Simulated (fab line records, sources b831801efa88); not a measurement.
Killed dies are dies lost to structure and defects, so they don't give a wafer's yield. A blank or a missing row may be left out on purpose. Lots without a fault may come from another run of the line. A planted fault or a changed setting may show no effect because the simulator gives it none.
Which tool did it? | flow gf180mcu | 24 lots, 72 wafers sampled, at 3 steps of a route of 602

WHAT THE GAUGES READ, wafer by wafer
GF_V2_THK_MEAS_01. Usual: V2_CVD_00_THK 599 nm, standard deviation 7.8.
lot  | measured     | on            | V2_CVD_00_THK (nm) | flag
L074 | day 19 05:04 | film_metro-04 | 598 593 598        |
L075 | day 19 14:17 | film_metro-04 | 603 595 603        |
L076 | day 20 02:01 | film_metro-01 | 600 598 603        |
L077 | day 20 12:41 | film_metro-02 | 599 598 598        |
L078 | day 20 22:09 | film_metro-01 | 606 595 608        |
L079 | day 21 08:04 | film_metro-01 | 587 597 598        |
L080 | day 21 10:44 | film_metro-02 | 599 591 598        |
L081 | day 22 04:51 | film_metro-01 | 606 597 610        |
L082 | day 22 05:11 | film_metro-04 | 600 598 589        |
L083 | day 22 20:27 | film_metro-01 | 598 595 582        |
L084 | day 23 01:41 | film_metro-01 | 603 611 603        |
L085 | day 23 15:40 | film_metro-04 | 594 587 589        |
L086 | day 23 18:14 | film_metro-02 | 593 597 603        |
L087 | day 24 00:04 | film_metro-04 | 590 597 592        |
L088 | day 24 11:15 | film_metro-01 | 595 592 608        |
L089 | day 24 15:48 | film_metro-02 | 609 594 609        |
L090 | day 24 20:55 | film_metro-01 | 597 583 582        |
L091 | day 25 06:21 | film_metro-02 | 591 609 588        |
L092 | day 25 13:53 | film_metro-02 | 609 594 610        |
L093 | day 25 22:48 | film_metro-01 | 603 597 604        |
L094 | day 26 08:01 | film_metro-02 | 593 598 593        |
L095 | day 26 13:24 | film_metro-02 | 596 586 599        |
L096 | day 26 16:50 | film_metro-01 | 614 594 610        |
L097 | day 27 07:44 | film_metro-01 | 611 607 616        |

WHICH TOOL RAN EACH LOT (tool, then ch and the chambers of the sampled wafers, then the start)
lot  | GF_CONTACT_ETCH_16                 | GF_M2_SPUTTER_02
L074 | rie_diel-04 ch 0,2, day 15 23:53   | pvd_sputter-01, day 18 03:27
L075 | rie_diel-03 ch 0,2,3, day 16 08:17 | pvd_sputter-02, day 18 12:26
L076 | rie_diel-04 ch 0,1,2, day 16 19:53 | pvd_sputter-03, day 19 00:17
L077 | rie_diel-03 ch 1,2,3, day 17 05:58 | pvd_sputter-01, day 19 11:10
L078 | rie_diel-03 ch 0,2,3, day 17 15:55 | pvd_sputter-01, day 19 20:49
L079 | rie_diel-02 ch 0,3, day 18 00:56   | pvd_sputter-03, day 20 06:38
L080 | rie_diel-03 ch 0,2, day 18 05:05   | pvd_sputter-02, day 20 09:30
L081 | rie_diel-03 ch 0,1,2, day 18 22:14 | pvd_sputter-02, day 21 04:01
L082 | rie_diel-04 ch 0,1,3, day 18 22:52 | pvd_sputter-01, day 21 04:23
L083 | rie_diel-02 ch 0,2,3, day 19 14:05 | pvd_sputter-02, day 21 19:30
L084 | rie_diel-03 ch 0,2, day 19 20:38   | pvd_sputter-01, day 22 02:02
L085 | rie_diel-02 ch 0,1,3, day 20 11:47 | pvd_sputter-02, day 22 15:55
L086 | rie_diel-03 ch 0,1,3, day 20 15:32 | pvd_sputter-03, day 22 19:04
L087 | rie_diel-04 ch 1,2, day 20 21:44   | pvd_sputter-01, day 23 00:53
L088 | rie_diel-04 ch 0,2,3, day 21 09:44 | pvd_sputter-01, day 23 11:46
L089 | rie_diel-02 ch 0,1,3, day 21 14:47 | pvd_sputter-02, day 23 16:58
L090 | rie_diel-04 ch 0,1,2, day 21 20:35 | pvd_sputter-02, day 23 22:31
L091 | rie_diel-02 ch 0,2,3, day 22 07:05 | pvd_sputter-01, day 24 08:28
L092 | rie_diel-04 ch 0,1,3, day 22 14:45 | pvd_sputter-01, day 24 15:50
L093 | rie_diel-03 ch 0,1,3, day 22 23:40 | pvd_sputter-01, day 25 00:46
L094 | rie_diel-04 ch 1,2, day 23 10:04   | pvd_sputter-01, day 25 09:52
L095 | rie_diel-03 ch 0,1,3, day 23 16:17 | pvd_sputter-03, day 25 16:11
L096 | rie_diel-03 ch 1,2, day 23 20:44   | pvd_sputter-01, day 25 19:32
L097 | rie_diel-02 ch 0,1, day 24 11:44   | pvd_sputter-02, day 26 10:09
- GF_CONTACT_ETCH_16: etches BARC in N2/H2.
- GF_M2_SPUTTER_02: material AlCu, target thk 450 nm, time 23.9 s.

WHAT THE TOOLS THEMSELVES READ (means of the sampled wafers that have a number; where no wafer has one, the mark that the record gives instead)
GF_CONTACT_ETCH_16. Usual: drypump_motor_current_A 5.6 A, standard deviation 0.35; oes_product_au 0.854 a.u., standard deviation 0.005; rf_fwd_power_W 494.4 W, standard deviation 2.2; throttle_valve_pct 13.225 %, standard deviation 0.0093.
lot  | tool        | drypump_motor_current_A (A) | oes_product_au (a.u.) | rf_fwd_power_W (W) | throttle_valve_pct (%) | flag
L074 | rie_diel-04 | 5.3                         | 0.858                 | 496.1              | 13.221                 |
L075 | rie_diel-03 | 5.7                         | 0.857                 | 493.0              | 13.228                 |
L076 | rie_diel-04 | 5.6                         | 0.855                 | 495.1              | 13.228                 |
L077 | rie_diel-03 | 5.8                         | 0.855                 | 494.0              | 13.223                 |
L078 | rie_diel-03 | 5.7                         | 0.854                 | 493.6              | 13.228                 |
L079 | rie_diel-02 | 5.9                         | 0.851                 | 493.4              | 13.230                 |
L080 | rie_diel-03 | 5.9                         | 0.854                 | 494.9              | 13.225                 |
L081 | rie_diel-03 | 5.8                         | 0.852                 | 492.1              | 13.224                 |
L082 | rie_diel-04 | 5.6                         | 0.858                 | 497.2              | 13.216                 |
L083 | rie_diel-02 | 5.5                         | 0.854                 | 495.2              | 13.213                 |
L084 | rie_diel-03 | 5.7                         | 0.856                 | 495.3              | 13.219                 |
L085 | rie_diel-02 | 5.8                         | 0.856                 | 494.2              | 13.227                 |
L086 | rie_diel-03 | 5.6                         | 0.851                 | 492.8              | 13.224                 |
L087 | rie_diel-04 | 5.9                         | 0.854                 | 494.4              | 13.226                 |
L088 | rie_diel-04 | 5.3                         | 0.855                 | 495.3              | 13.222                 |
L089 | rie_diel-02 | 5.8                         | 0.851                 | 494.9              | 13.229                 |
L090 | rie_diel-04 | 5.6                         | 0.850                 | 496.6              | 13.223                 |
L091 | rie_diel-02 | 5.6                         | 0.854                 | 495.4              | 13.223                 |
L092 | rie_diel-04 | 5.6                         | 0.854                 | 494.5              | 13.223                 |
L093 | rie_diel-03 | 5.6                         | 0.853                 | 491.8              | 13.231                 |
L094 | rie_diel-04 | 5.9                         | 0.861                 | 493.2              | 13.224                 |
L095 | rie_diel-03 | 5.6                         | 0.849                 | 491.8              | 13.216                 |
L096 | rie_diel-03 | 5.8                         | 0.852                 | 494.4              | 13.223                 |
L097 | rie_diel-02 | 5.7                         | 0.855                 | 496.9              | 13.223                 |

GF_M2_SPUTTER_02. Usual: throttle_valve_pct 30.1 %, standard deviation 0.94.
lot  | tool           | throttle_valve_pct (%) | flag
L074 | pvd_sputter-01 | 30.6                   |
L075 | pvd_sputter-02 | 29.4                   |
L076 | pvd_sputter-03 | 30.6                   |
L077 | pvd_sputter-01 | 30.5                   |
L078 | pvd_sputter-01 | 30.7                   |
L079 | pvd_sputter-03 | 29.6                   |
L080 | pvd_sputter-02 | 30.0                   |
L081 | pvd_sputter-02 | 30.3                   |
L082 | pvd_sputter-01 | 30.0                   |
L083 | pvd_sputter-02 | 30.3                   |
L084 | pvd_sputter-01 | 30.5                   |
L085 | pvd_sputter-02 | 29.7                   |
L086 | pvd_sputter-03 | 29.6                   |
L087 | pvd_sputter-01 | 31.1                   |
L088 | pvd_sputter-01 | 30.8                   |
L089 | pvd_sputter-02 | 30.1                   |
L090 | pvd_sputter-02 | 30.2                   |
L091 | pvd_sputter-01 | 30.6                   |
L092 | pvd_sputter-01 | 29.8                   |
L093 | pvd_sputter-01 | 30.5                   |
L094 | pvd_sputter-01 | 30.1                   |
L095 | pvd_sputter-03 | 29.7                   |
L096 | pvd_sputter-01 | 30.7                   |
L097 | pvd_sputter-02 | 29.8                   |

THE ANSWER, worked out from the rows above alone
Rule: a lot is off if the mean of its wafers that have a number lies more than 3 standard deviations from the usual mean. A lot without any number at a reading at which 4 lots or more have one is off too. The other lots that the step has rows for count as sound. The gauges are gone through in route order, then the tools' own readings, and for those a lot's mean is taken as printed above. The first step at which some lot is off is used, and at that step the reading that is off furthest; a lot without a number counts as furthest.
No lot is off at any reading shown: from this, nothing can be told.

WHAT THE SIMULATOR HAD PUT IN
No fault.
